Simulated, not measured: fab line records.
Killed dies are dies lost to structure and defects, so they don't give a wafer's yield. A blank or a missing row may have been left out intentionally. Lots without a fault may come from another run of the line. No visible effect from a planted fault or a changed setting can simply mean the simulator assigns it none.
Code-filled problem report in 8D (eight disciplines) form	flow gf180mcu	the parts of the form that need people (team, actions taken, sign-off) are left out

## 1. PROBLEM STATEMENT
On 3 wafers of 1 lot, temp c at GF_DUAL_GATE_WET_ETCH_12 has a mean of 11.01 C; fault-free wafers read 25.00 C, standard deviation 0.1. That is -99 or more standard deviations from the usual mean.
The step: etches SiO2 in dHF, target depth 13 nm, time 260 s.
First seen on wafer L251.4, day 10 21:23, on wet bench-04. At this step, 39 wafers from 13 lots have a number in the record. Rule for "out" (also "out of limits"): further than 4 standard deviations from the usual mean. Any other wafer with a number is counted as sound.

## 2. WHAT IT IS; WHAT IT IS NOT
question	is	is not
which readings at this step	temp c, bath heat duty pct	-
which lots	L251	L242, L243, L245, L255, L257, L259, L260, L261, L262, L263, L264, L265
which wafers of those lots	all that have a number	-
read on which tools	wet bench-04	wet bench-02, wet bench-03
when	from day 10 21:23	up to then (9 sound wafers); but 27 sound wafers of L255, L257, L259, L260, L261, L262, L263, L264, L265 came after

## 3. THE SUSPECTS, EACH WITH WHAT RULES IT OUT
Counting: a tool at any process step up to the reading remains a suspect when it ran all the lots that are out and ran no sound lot after the first of those.
- wet bench-04 at GF_DUAL_GATE_WET_ETCH_12 (etches SiO2 in dHF, target depth 13 nm, time 260 s): ruled out as a lasting fault. Following L251 (day 10 21:23), the first lot on it that is out, the sound lots L260, L263, L264 were run on it.
Left after counting: nothing in the record.

## 4. THE CAUSE (what the simulator had put in)
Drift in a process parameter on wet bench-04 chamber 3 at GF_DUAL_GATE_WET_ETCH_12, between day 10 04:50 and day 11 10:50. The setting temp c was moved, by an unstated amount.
Counting ruled it out, wrongly.

## 5. THE CHAIN OF EFFECTS, in route order
One row per reading whose mean, taken over the struck wafers that have a number, lies over 3 standard deviations from the usual. Only readings for which the record gives a usual standard deviation are gone through. hours: the time from each lot's start at the first step in this table that gives one to its start at this step, as a median over the lots. sigmas: the change in usual standard deviations.
hours	step	reading	usual	on struck wafers	change	sigmas
0	GF_DUAL_GATE_WET_ETCH_12	bath heat duty pct	6.2 %	0.0	-6.2	-8.4
0	GF_DUAL_GATE_WET_ETCH_12	temp c	25.00 C	11.01	-13.99	-99 or more
Here are the process steps it includes:
- GF_DUAL_GATE_WET_ETCH_12: etches SiO2 in dHF, target depth 13 nm, time 260 s.
Later measuring or inspecting steps at which every struck wafer that the step has a row for has a number for every such reading, and none has moved that far: GF_POLY_GATE_CD_MEAS_10.

## 6. HOW IT WOULD HAVE BEEN CAUGHT EARLIER
The fault began at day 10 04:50; the first out-of-limits reading in this record came at day 10 21:23, 17 hours later.
